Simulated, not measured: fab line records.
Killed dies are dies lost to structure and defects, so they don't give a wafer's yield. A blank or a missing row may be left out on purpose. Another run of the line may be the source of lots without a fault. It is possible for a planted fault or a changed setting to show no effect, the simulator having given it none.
Which tool did it?    flow gf180mcu    Sampling: 13 lots, 39 wafers, 4 of 602 route steps

## WHAT EACH GAUGE READ, for each wafer
The record lacks any reading of a measuring or inspecting step that a usual standard deviation could be used to judge.

## WHAT TOOL EACH LOT RAN ON (gives the tool, then ch and the chambers of the sampled wafers, and finally the start)
lot   GF_STI_ETCH_14                   GF_SALICIDE_SPUTTER_03        GF_CONTACT_CVD_02                GF_CONTACT_SPUTTER_22
L585  rie_si-01 ch 0,1, day 2 02:58    pvd_sputter-02, day 16 22:26  pecvd-04 ch 1,2, day 16 23:03    pvd_sputter-01, day 17 23:38
L586  rie_si-01 ch 0,1, day 2 09:33    pvd_sputter-03, day 17 10:43  pecvd-01 ch 1,2, day 17 11:19    pvd_sputter-01, day 18 12:44
L587  rie_si-01 ch 1,3, day 2 13:13    pvd_sputter-04, day 17 17:35  pecvd-01 ch 1,2, day 17 18:13    pvd_sputter-01, day 18 19:20
L588  rie_si-02 ch 0,1, day 2 18:01    pvd_sputter-02, day 18 03:11  pecvd-03 ch 1, day 18 03:47      pvd_sputter-02, day 19 04:53
L590  rie_si-01 ch 0,2,3, day 3 04:01  pvd_sputter-03, day 18 19:06  pecvd-01 ch 0,2, day 18 19:42    pvd_sputter-01, day 19 22:17
L597  rie_si-01 ch 0,1,3, day 4 16:53  pvd_sputter-03, day 21 03:37  pecvd-01 ch 0,1,2, day 21 04:13  pvd_sputter-01, day 22 06:31
L599  rie_si-02 ch 0,1,2, day 5 03:58  pvd_sputter-02, day 22 00:21  pecvd-04 ch 0,1,2, day 22 00:58  pvd_sputter-03, day 23 01:59
L600  rie_si-02 ch 0,1,2, day 5 08:37  pvd_sputter-02, day 22 06:19  pecvd-01 ch 0,1, day 22 06:55    pvd_sputter-01, day 23 07:20
L601  rie_si-02 ch 0,3, day 5 12:50    pvd_sputter-04, day 22 11:56  pecvd-04 ch 0,1, day 22 12:32    pvd_sputter-03, day 23 13:33
L602  rie_si-02 ch 1,2,3, day 5 19:01  pvd_sputter-03, day 23 00:25  pecvd-01 ch 1,2, day 23 01:02    pvd_sputter-02, day 24 02:25
L606  rie_si-02 ch 0,2,3, day 6 15:37  pvd_sputter-03, day 24 01:11  pecvd-01 ch 1,2, day 24 01:47    pvd_sputter-01, day 25 01:38
L607  rie_si-02 ch 0,3, day 6 20:31    pvd_sputter-03, day 24 09:25  pecvd-04 ch 0,2, day 24 10:01    pvd_sputter-03, day 25 10:28
L608  rie_si-02 ch 1,2,3, day 7 01:53  pvd_sputter-03, day 24 14:39  pecvd-01 ch 0,2, day 24 15:15    pvd_sputter-03, day 25 15:20
- GF_STI_ETCH_14: etches Si in HBr/Cl2/O2, target depth 360 nm, time 102.9 s.
- GF_SALICIDE_SPUTTER_03: material TiN, target thk 20 nm, time 16.7 s.
- GF_CONTACT_CVD_02: deposits SiO2 from TEOS, target thk 860 nm, time 95.992 s.
- GF_CONTACT_SPUTTER_22: material Ti, target thk 15 nm, time 80.02 s.

## WHAT THE TOOLS THEMSELVES READ (means of the sampled wafers that have a number; where no wafer has one, the mark that the record gives instead)
GF_STI_ETCH_14.
lot   tool       bias_w (W)  drypump_motor_current_A (A)  oes_product_au (a.u.)  run_length_s (s)  throttle_valve_pct (%)
L585  rie_si-01  149.6       5.2                          1.004                  131.2             25.655
L586  rie_si-01  149.8       5.2                          1.002                  131.2             25.655
L587  rie_si-01  149.4       5.2                          0.997                  131.0             25.671
L588  rie_si-02  150.2       5.7                          1.008                  130.9             25.659
L590  rie_si-01  150.2       5.1                          0.986                  131.1             25.668
L597  rie_si-01  150.1       5.2                          0.995                  132.3             25.668
L599  rie_si-02  150.1       5.5                          0.991                  130.8             25.659
L600  rie_si-02  150.3       5.4                          0.987                  131.1             25.665
L601  rie_si-02  150.0       5.1                          1.001                  130.9             25.654
L602  rie_si-02  149.7       5.6                          0.993                  130.7             25.656
L606  rie_si-02  150.1       5.2                          0.992                  131.1             25.672
L607  rie_si-02  150.0       5.1                          1.003                  131.0             25.653
L608  rie_si-02  149.9       5.6                          0.994                  130.7             25.653

GF_SALICIDE_SPUTTER_03.
lot   tool            throttle_valve_pct (%)
L585  pvd_sputter-02  29.1
L586  pvd_sputter-03  29.9
L587  pvd_sputter-04  30.3
L588  pvd_sputter-02  28.8
L590  pvd_sputter-03  29.8
L597  pvd_sputter-03  29.7
L599  pvd_sputter-02  30.1
L600  pvd_sputter-02  30.9
L601  pvd_sputter-04  30.3
L602  pvd_sputter-03  30.4
L606  pvd_sputter-03  30.5
L607  pvd_sputter-03  29.7
L608  pvd_sputter-03  29.5

GF_CONTACT_CVD_02.
lot   tool      heater_power_outer_w (W)  heater_power_w (W)
L585  pecvd-04  417                       725
L586  pecvd-01  304                       580
L587  pecvd-01  322                       608
L588  pecvd-03  358                       666
L590  pecvd-01  352                       633
L597  pecvd-01  304                       569
L599  pecvd-04  375                       659
L600  pecvd-01  320                       581
L601  pecvd-04  393                       668
L602  pecvd-01  340                       622
L606  pecvd-01  329                       624
L607  pecvd-04  397                       688
L608  pecvd-01  314                       572

GF_CONTACT_SPUTTER_22.
lot   tool            throttle_valve_pct (%)
L585  pvd_sputter-01  29.2
L586  pvd_sputter-01  29.2
L587  pvd_sputter-01  29.7
L588  pvd_sputter-02  30.0
L590  pvd_sputter-01  28.8
L597  pvd_sputter-01  30.0
L599  pvd_sputter-03  30.8
L600  pvd_sputter-01  29.1
L601  pvd_sputter-03  29.1
L602  pvd_sputter-02  29.6
L606  pvd_sputter-01  29.3
L607  pvd_sputter-03  30.1
L608  pvd_sputter-03  30.1

## THE ANSWER, worked out from the rows above alone
Rule: the lots themselves supply what counts as usual. The widest of any qualifying gaps counts: lots, ordered by their means at a reading, are off when they make up no more than a third of the lots, leave a main group of 4 or more, and stand apart from it by 3 or more times the standard deviation of that group's means. If all means in a main group match to the digits the tables above print for the reading, that group is not used. Also off: a lot with no number at a reading for which 4 or more lots have one. All remaining lots with rows at the step are treated as sound. First the gauges in route order, then the tools' own readings, where a lot's mean is used as printed above. At the first step where some lot is off, the reading lying furthest off is the one used; lots without a number count as furthest.
Off: L597, at GF_STI_ETCH_14 (run_length_s). For the main group the mean is 131.0 s and the standard deviation 0.17.
A tool fits if, at that step or a process step before it, it ran every lot that is off, and no sound lot after the first of them. One fits: rie_si-01 at GF_STI_ETCH_14. A fault onset in the window from L590 (day 3 04:01, its last sound lot) to L597 (day 4 16:53, its first lot off) fits.
On the lots that are off, the tool's own readings at GF_STI_ETCH_14 differ by more than 5 times the standard deviation of the sound lots' means, which bears it out; run_length_s reads 132.3 s there versus 131.0 s on the sound lots.

## WHAT WAS PUT IN BY THE SIMULATOR
rie_si-01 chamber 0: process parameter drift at GF_STI_ETCH_14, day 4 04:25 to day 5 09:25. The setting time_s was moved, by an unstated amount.
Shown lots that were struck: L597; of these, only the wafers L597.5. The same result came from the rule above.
